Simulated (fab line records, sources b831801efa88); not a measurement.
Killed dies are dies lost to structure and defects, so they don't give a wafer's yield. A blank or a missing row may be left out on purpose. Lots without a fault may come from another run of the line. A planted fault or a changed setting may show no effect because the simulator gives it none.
Chamber matching | flow sfq_line | SFQ_TRILAYER_I0_VIA_BARC_OPEN_VIA_ETCH_046 on rie_diel-02: 4 sister chambers
The step etches BARC in O2, target depth 125 nm, time 41.7 s. 22 wafers are shown with their chamber, then 10 later ones without.

WAFERS WITH THEIR CHAMBER
wafer  | chamber | drypump_motor_current_A (A) | oes_product_au (a.u.) | chamber_pressure_mTorr (mTorr)
L626.2 | 1       | 6.0                         | 0.686                 | 29.97
L626.4 | 3       | 6.2                         | 0.696                 | 29.97
L626.5 | 0       | 6.0                         | 0.680                 | 30.00
L628.1 | 0       | 6.0                         | 0.695                 | 30.00
L628.6 | 1       | 6.0                         | 0.686                 | 30.00
L630.1 | 2       | 4.7                         | 0.675                 | 30.08
L630.4 | 0       | 5.9                         | 0.685                 | 29.97
L630.6 | 1       | 6.0                         | 0.685                 | 29.99
L631.3 | 0       | 6.0                         | 0.676                 | 29.99
L631.4 | 1       | 6.1                         | 0.674                 | 30.01
L631.6 | 1       | 6.0                         | 0.687                 | 30.04
L636.1 | 3       | 6.2                         | 0.681                 | 30.00
L636.2 | 2       | 4.7                         | 0.679                 | 30.03
L636.4 | 0       | 6.0                         | 0.682                 | 29.92
L639.1 | 2       | 4.7                         | 0.682                 | 30.01
L639.3 | 0       | 5.9                         | 0.692                 | 30.01
L639.4 | 3       | 6.1                         | 0.677                 | 30.01
L641.2 | 3       | 6.2                         | 0.695                 | 30.03
L641.3 | 0       | 6.0                         | 0.680                 | 30.02
L641.5 | 2       | 4.7                         | 0.682                 | 29.98
L644.1 | 0       | 6.0                         | 0.688                 | 29.99
L644.2 | 1       | 6.0                         | 0.686                 | 30.06

SIGNATURES (means of the wafers above)
reading                 | chamber 0 | chamber 1 | chamber 2 | chamber 3 | scatter within a chamber
drypump_motor_current_A | 5.975     | 6.017     | 4.700     | 6.175     | 0.0414
oes_product_au          | 0.68475   | 0.68400   | 0.67950   | 0.68725   | 0.00638
chamber_pressure_mTorr  | 29.9875   | 30.0117   | 30.0250   | 30.0025   | 0.0328
Rule: a wafer's distance from a chamber is the root of the sum, over the readings, of the square of ((its reading less the chamber's mean) divided by the reading's scatter). The wafer belongs to the nearest chamber; if the next one is less than 2 further off, it can't be placed. The scatter: the root of (the sum of the squares of (reading less its chamber's mean) over the shown wafers, divided by (wafers less chambers)).

WAFERS WITHOUT THEIR CHAMBER
wafer  | drypump_motor_current_A (A) | oes_product_au (a.u.) | chamber_pressure_mTorr (mTorr)
L644.4 | 4.7                         | 0.693                 | 29.97
L646.2 | 6.2                         | 0.687                 | 29.99
L646.4 | 6.0                         | 0.693                 | 30.03
L646.6 | 6.0                         | 0.679                 | 30.03
L648.1 | 4.7                         | 0.689                 | 30.00
L648.5 | 4.7                         | 0.690                 | 30.02
L648.6 | 6.0                         | 0.682                 | 30.08
L649.2 | 6.0                         | 0.681                 | 30.04
L649.3 | 4.7                         | 0.686                 | 29.97
L649.5 | 6.0                         | 0.693                 | 29.99

WHICH CHAMBER EACH WENT THROUGH
wafer  | from the rows above     | in truth
L644.4 | 2                       | 2
L646.2 | 3                       | 3
L646.4 | can't be placed: 1 or 0 | 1
L646.6 | can't be placed: 1 or 0 | 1
L648.1 | 2                       | 2
L648.5 | 2                       | 2
L648.6 | can't be placed: 1 or 0 | 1
L649.2 | can't be placed: 1 or 0 | 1
L649.3 | 2                       | 2
L649.5 | can't be placed: 0 or 1 | 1
Placed correctly: 5 of 10. Can't be placed from these rows: 5 (the true chamber is among the candidates in 5). Placed wrongly: 0.
